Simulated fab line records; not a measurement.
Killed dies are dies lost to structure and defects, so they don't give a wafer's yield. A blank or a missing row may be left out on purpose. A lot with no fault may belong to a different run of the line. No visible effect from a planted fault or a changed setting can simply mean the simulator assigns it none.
2 desks, one fault || flow sky130 || every desk sees just its own numbers, and what lay behind them comes last

## AT THE TOOL OWNER'S DESK: cmp-02
The tool's own readings at SKY_CONTACT_CMP_04 (polishes SiO2): means of the sampled wafers that have a number, for each lot that ran on this tool. Any lot whose mean is over 4 standard deviations away from the usual mean is out of limits and marked OUT; that distance is given in the brackets.
Columns: A = motorCurrentA at SKY_CONTACT_CMP_04, usual 11.2 A; B = timeToEndpointS at SKY_CONTACT_CMP_04, usual 81 s
{"lot": "L631", "first seen here": "day 32 05:23", "A": 10.5, "B": 83}
{"lot": "L632", "first seen here": "day 32 13:58", "A": 11.5, "B": 79}
{"lot": "L639", "first seen here": "day 34 13:55", "A": 10.1, "B": 66}
{"lot": "L641", "first seen here": "day 35 12:59", "A": 10.8, "B": 71}
{"lot": "L642", "first seen here": "day 35 19:07", "A": 10.3, "B": "52 (-6.7) OUT"}
Finding of this desk: L642 out of limits; the first was L642 at day 35 19:07, on timeToEndpointS at SKY_CONTACT_CMP_04. L631, L632, L639, L641 stayed within limits.

## THE METROLOGY DESK
What the gauges read, lot by lot, whatever tool the lot ran on: means of the sampled wafers that have a number. Any lot whose mean is over 4 standard deviations away from the usual mean is out of limits and marked OUT; that distance is given in the brackets.
Columns: A = CAPM_TIN_THK at SKY_CAPM_THK_MEAS_04, usual 199.0 nm; B = METAL4_OVL at SKY_METAL4_OVL_MEAS_14, usual -3 nm
{"lot": "L626", "first seen here": "day 36 16:09", "A": 199.2, "B": -6}
{"lot": "L627", "first seen here": "day 37 01:14", "A": 196.7, "B": 2}
{"lot": "L628", "first seen here": "day 37 06:55", "A": 200.0, "B": -4}
{"lot": "L629", "first seen here": "day 37 08:28", "A": 198.3, "B": -7}
{"lot": "L630", "first seen here": "day 37 17:37", "A": 200.1, "B": 1}
{"lot": "L631", "first seen here": "day 38 01:16", "A": 199.7, "B": -4}
{"lot": "L632", "first seen here": "day 38 09:27", "A": 200.9, "B": -7}
{"lot": "L633", "first seen here": "day 38 21:11", "A": 198.9, "B": -3}
{"lot": "L639", "first seen here": "day 40 07:22", "A": 197.9, "B": -10}
{"lot": "L641", "first seen here": "day 41 03:07", "A": 200.4, "B": -5}
{"lot": "L642", "first seen here": "day 41 10:26", "A": 196.6, "B": -3}
{"lot": "L644", "first seen here": "day 41 13:20", "A": 197.0, "B": -1}
Result from this desk: across the 12 lots, nothing is out of limits.

## ALL TOGETHER
An alarm could have come from the tool owner's desk at day 35 19:07, on L642.
The metrology desk saw nothing out of limits.
The metrology desk holds a record of L642, inside its limits.
SKY_CONTACT_CMP_04 was run on cmp-02 by each of the lots named.

## WHAT WAS PUT IN BY THE SIMULATOR
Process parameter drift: cmp-02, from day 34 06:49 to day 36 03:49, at SKY_CONTACT_CMP_04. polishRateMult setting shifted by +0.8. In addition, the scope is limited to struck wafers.
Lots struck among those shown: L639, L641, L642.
Hours from the fault's start to each desk's first reading out of limits: the tool owner's desk, 36.
